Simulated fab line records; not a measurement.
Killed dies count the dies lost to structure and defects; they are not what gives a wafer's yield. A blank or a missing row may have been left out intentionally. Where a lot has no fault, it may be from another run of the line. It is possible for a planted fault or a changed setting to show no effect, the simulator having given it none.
Which tool is to blame? || flow gf180mcu || 21 wafers from 7 lots sampled at 4 of the route's 602 steps

## WHAT THE GAUGES SHOWED, per wafer
GF_MVPSD_TW_MEAS_11.
{"lot": "L239", "measured": "day 5 06:01", "on": "film-metro-04", "MVPSD_TW": "546 547 547"}
{"lot": "L241", "measured": "day 5 17:54", "on": "film-metro-02", "MVPSD_TW": "557 557 557"}
{"lot": "L248", "measured": "day 7 10:53", "on": "film-metro-04", "MVPSD_TW": "545 544 547"}
{"lot": "L250", "measured": "day 7 23:01", "on": "film-metro-04", "MVPSD_TW": "544 544 540"}
{"lot": "L252", "measured": "day 8 15:58", "on": "film-metro-04", "MVPSD_TW": "30 29 30"}
{"lot": "L255", "measured": "day 9 04:29", "on": "film-metro-02", "MVPSD_TW": "556 555 556"}
{"lot": "L261", "measured": "day 10 19:28", "on": "film-metro-04", "MVPSD_TW": "544 545 544"}

## EACH LOT AND THE TOOL THAT RAN IT (in order: tool; ch and the chambers of the sampled wafers; start)
{"lot": "L239", "GF_NWELL_STRIP_10": "plasma-asher-01 ch 0,1, day 3 12:30", "GF_MVSD_STRIP_10": "plasma-asher-02 ch 0,1, day 4 15:34", "GF_MVPSD_STRIP_10": "plasma-asher-04 ch 0,1, day 5 05:55"}
{"lot": "L241", "GF_NWELL_STRIP_10": "plasma-asher-01 ch 0,1, day 3 23:45", "GF_MVSD_STRIP_10": "plasma-asher-03 ch 0,1, day 5 03:26", "GF_MVPSD_STRIP_10": "plasma-asher-02 ch 0,1, day 5 17:48"}
{"lot": "L248", "GF_NWELL_STRIP_10": "plasma-asher-01 ch 0,1, day 5 13:36", "GF_MVSD_STRIP_10": "plasma-asher-04 ch 0,1, day 6 18:58", "GF_MVPSD_STRIP_10": "plasma-asher-02 ch 0,1, day 7 10:47"}
{"lot": "L250", "GF_NWELL_STRIP_10": "plasma-asher-03 ch 0,1, day 6 00:02", "GF_MVSD_STRIP_10": "plasma-asher-02 ch 0,1, day 7 07:03", "GF_MVPSD_STRIP_10": "plasma-asher-01 ch 0,1, day 7 22:55"}
{"lot": "L252", "GF_NWELL_STRIP_10": "plasma-asher-01 ch 0,1, day 6 14:46", "GF_MVSD_STRIP_10": "plasma-asher-02 ch 0,1, day 7 23:21", "GF_MVPSD_STRIP_10": "plasma-asher-04 ch 0,1, day 8 15:51"}
{"lot": "L255", "GF_NWELL_STRIP_10": "plasma-asher-02 ch 0,1, day 7 03:36", "GF_MVSD_STRIP_10": "plasma-asher-04 ch 0, day 8 12:15", "GF_MVPSD_STRIP_10": "plasma-asher-02 ch 0,1, day 9 04:23"}
{"lot": "L261", "GF_NWELL_STRIP_10": "plasma-asher-01 ch 0,1, day 8 14:29", "GF_MVSD_STRIP_10": "plasma-asher-04 ch 0,1, day 10 00:53", "GF_MVPSD_STRIP_10": "plasma-asher-04 ch 0,1, day 10 19:22"}
- GF_NWELL_STRIP_10: strips in O2/N2.
- GF_MVSD_STRIP_10: strips in O2/N2.
- GF_MVPSD_STRIP_10: strips in O2/N2.

## THE ANSWER, worked out from the rows above alone
Rule: the lots themselves supply what counts as usual. Put in order of their means at a reading, lots are off if they are a third of the lots or fewer, leave a main group of 4 or more, and stand apart from it by a gap of 3 or more times the standard deviation of the main group's means; of several such gaps the widest counts. A main group whose means are all the same, to the digits that the tables above print for the reading, isn't used. A lot without any number at a reading at which 4 lots or more have one is off too. Any other lot the step has rows for is counted as sound.
Off: at GF_MVPSD_TW_MEAS_11 (MVPSD_TW), L252. Main group: mean 549, sd 5.6.
A tool fits if, at a process step before that reading, it ran every lot that is off, and no sound lot after the first of them. Gauges at GF_MVPSD_TW_MEAS_11: tried the same way as those tools. One fits: GF_MVSD_STRIP_10 on plasma-asher-02. A fault onset in the window from L250 (day 7 07:03, its last sound lot) to L252 (day 7 23:21, its first lot off) fits.

## WHAT THE SIMULATOR PUT IN
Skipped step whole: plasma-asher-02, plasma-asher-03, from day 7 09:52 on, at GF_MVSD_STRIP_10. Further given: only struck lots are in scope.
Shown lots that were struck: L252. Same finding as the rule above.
